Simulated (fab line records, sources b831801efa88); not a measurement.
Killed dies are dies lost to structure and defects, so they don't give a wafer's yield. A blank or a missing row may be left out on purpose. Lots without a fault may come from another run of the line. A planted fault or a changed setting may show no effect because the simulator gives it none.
Tool commonality check | flow gf180mcu | 12 lots, 36 wafers sampled

WHY IT WAS OPENED
At GF_PSD_RS_MEAS_14 the reading NSD_RS is flagged on 2 of 12 lots. Wafers without a fault read 46.10 ohm/sq, standard deviation 0.096.
Rule: a lot is flagged when every wafer of it that has a number lies more than 4 standard deviations from that mean, or none has a number. The other lots count as sound.

lot  | measured     | on            | NSD_RS (ohm/sq), wafer by wafer | flag
L523 | day 14 05:31 | film_metro-01 | 45.96 45.87 46.04               |
L524 | day 14 10:23 | film_metro-02 | 46.17 46.24 46.12               |
L532 | day 17 09:13 | film_metro-04 | 46.91 46.80 46.88               | FLAGGED
L533 | day 18 02:34 | film_metro-04 | 46.96 46.97 47.01               | FLAGGED
L534 | day 18 06:34 | film_metro-04 | 46.15 46.09 46.13               |
L535 | day 18 11:22 | film_metro-01 | 46.02 46.02 46.00               |
L539 | day 19 19:02 | film_metro-04 | 46.04 46.18 46.07               |
L541 | day 20 12:05 | film_metro-02 | 46.18 46.07 46.14               |
L542 | day 21 01:04 | film_metro-02 | 46.12 46.10 46.07               |
L543 | day 21 08:56 | film_metro-01 | 46.05 46.05 45.97               |
L544 | day 21 15:50 | film_metro-01 | 45.92 46.17 45.90               |
L545 | day 22 02:36 | film_metro-01 | 46.03 46.03 46.05               |
The numbers of the flagged lots are 46.92 ohm/sq on average: +0.82 ohm/sq against the usual, or +9 standard deviations.

WHICH TOOL RAN EACH LOT
The record holds 2 process steps before the reading, out of a route of 602 steps. In each cell: the tool, then ch and the chambers that the sampled wafers went through, then the start.
lot  | flag    | GF_NSD_IMPLANT_09               | GF_NSD_STRIP_11
L523 |         | implanter-02 ch 0, day 13 08:03 | plasma_asher-02 ch 0,1, day 13 08:20
L524 |         | implanter-01 ch 0, day 13 13:09 | plasma_asher-04 ch 0,1, day 13 13:26
L532 | FLAGGED | implanter-02 ch 0, day 16 08:55 | plasma_asher-04 ch 0,1, day 16 09:31
L533 | FLAGGED | implanter-02 ch 0, day 17 02:46 | plasma_asher-03 ch 0,1, day 17 03:04
L534 |         | implanter-01 ch 0, day 17 06:07 | plasma_asher-02 ch 0,1, day 17 06:23
L535 |         | implanter-01 ch 0, day 17 10:30 | plasma_asher-04 ch 0,1, day 17 10:46
L539 |         | implanter-03 ch 0, day 18 18:32 | plasma_asher-03 ch 0,1, day 18 18:50
L541 |         | implanter-03 ch 0, day 19 10:49 | plasma_asher-03 ch 0,1, day 19 11:05
L542 |         | implanter-02 ch 0, day 19 23:38 | plasma_asher-03 ch 0,1, day 19 23:56
L543 |         | implanter-02 ch 0, day 20 08:18 | plasma_asher-03 ch 0,1, day 20 08:34
L544 |         | implanter-02 ch 0, day 20 14:51 | plasma_asher-03 ch 0,1, day 20 15:07
L545 |         | implanter-01 ch 0, day 21 02:28 | plasma_asher-03 ch 0,1, day 21 02:46
What these steps do:
- GF_NSD_IMPLANT_09
- GF_NSD_STRIP_11: strips in O2/N2.
- GF_PSD_RS_MEAS_14: measures by four-point-probe.

FLAGGED OVER TOTAL, TOOL BY TOOL (the gauges that took the reading come last)
step              | tool            | lots run | flagged | share of the flagged lots | sound lots run after its first flagged lot
GF_NSD_IMPLANT_09 | implanter-01    | 4        | 0       | none                      | -
GF_NSD_IMPLANT_09 | implanter-02    | 6        | 2       | all                       | 3 (L542,L543,L544)
GF_NSD_IMPLANT_09 | implanter-03    | 2        | 0       | none                      | -
GF_NSD_STRIP_11   | plasma_asher-02 | 2        | 0       | none                      | -
GF_NSD_STRIP_11   | plasma_asher-03 | 7        | 1       | some                      | 6 (L539,L541,L542,L543,L544,L545)
GF_NSD_STRIP_11   | plasma_asher-04 | 3        | 1       | some                      | 1 (L535)
GF_PSD_RS_MEAS_14 | film_metro-01   | 5        | 0       | none                      | -
GF_PSD_RS_MEAS_14 | film_metro-02   | 3        | 0       | none                      | -
GF_PSD_RS_MEAS_14 | film_metro-04   | 4        | 2       | all                       | 2 (L534,L539)

WHAT THE TABLE ALLOWS
2 rows of the table ran every flagged lot: implanter-02 at GF_NSD_IMPLANT_09, film_metro-04 at GF_PSD_RS_MEAS_14.
- implanter-02 at GF_NSD_IMPLANT_09: 2 of its 6 lots flagged. Sound lots ran on it after the first flagged one (L542, L543, L544), which a lasting fault on the whole tool wouldn't allow. Its own readings lie more than 4 standard deviations out on every wafer of the flagged lots: beam_energy_keV.
- film_metro-04 at GF_PSD_RS_MEAS_14: 2 of its 4 lots flagged. Sound lots ran on it after the first flagged one (L534, L539), which a lasting fault on the whole tool wouldn't allow.
No row of the table ran every flagged lot and no sound lot after the first.

WHAT THE SIMULATOR HAD PUT IN
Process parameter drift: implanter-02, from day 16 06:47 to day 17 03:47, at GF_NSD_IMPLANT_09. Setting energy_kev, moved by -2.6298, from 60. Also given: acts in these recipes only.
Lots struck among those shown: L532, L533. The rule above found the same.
